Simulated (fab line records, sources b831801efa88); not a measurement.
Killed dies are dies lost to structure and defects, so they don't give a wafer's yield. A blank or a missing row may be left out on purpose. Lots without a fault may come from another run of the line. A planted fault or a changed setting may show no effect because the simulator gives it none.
Which tool did it? | flow gf180mcu | 7 lots, 21 wafers sampled, at 1 step of a route of 602

WHAT THE GAUGES READ, wafer by wafer
GF_V5_THK_MEAS_01.
lot  | measured     | on            | V5_CVD_00_THK (nm)
L653 | day 26 13:20 | film_metro-04 | 302 299 302
L655 | day 27 04:34 | film_metro-04 | 304 304 301
L657 | day 27 19:32 | film_metro-02 | 304 306 311
L659 | day 28 14:35 | film_metro-01 | 305 303 307
L665 | day 30 12:29 | film_metro-01 | 302 306 305
L673 | day 32 08:26 | film_metro-01 | 298 299 302
L675 | day 32 23:36 | film_metro-04 | 305 304 301

WHICH TOOL RAN EACH LOT (tool, then ch and the chambers of the sampled wafers, then the start)
The record holds no process step before these readings.

THE ANSWER, worked out from the rows above alone
Rule: what is usual is taken from the lots themselves. Put in order of their means at a reading, lots are off if they are a third of the lots or fewer, leave a main group of 4 or more, and stand apart from it by a gap of 3 or more times the standard deviation of the main group's means; of several such gaps the widest counts. A main group whose means are all the same, to the digits that the tables above print for the reading, isn't used. A lot without any number at a reading at which 4 lots or more have one is off too. The other lots that the step has rows for count as sound.
No lot is off at any reading shown: from this, nothing can be told.

WHAT THE SIMULATOR HAD PUT IN
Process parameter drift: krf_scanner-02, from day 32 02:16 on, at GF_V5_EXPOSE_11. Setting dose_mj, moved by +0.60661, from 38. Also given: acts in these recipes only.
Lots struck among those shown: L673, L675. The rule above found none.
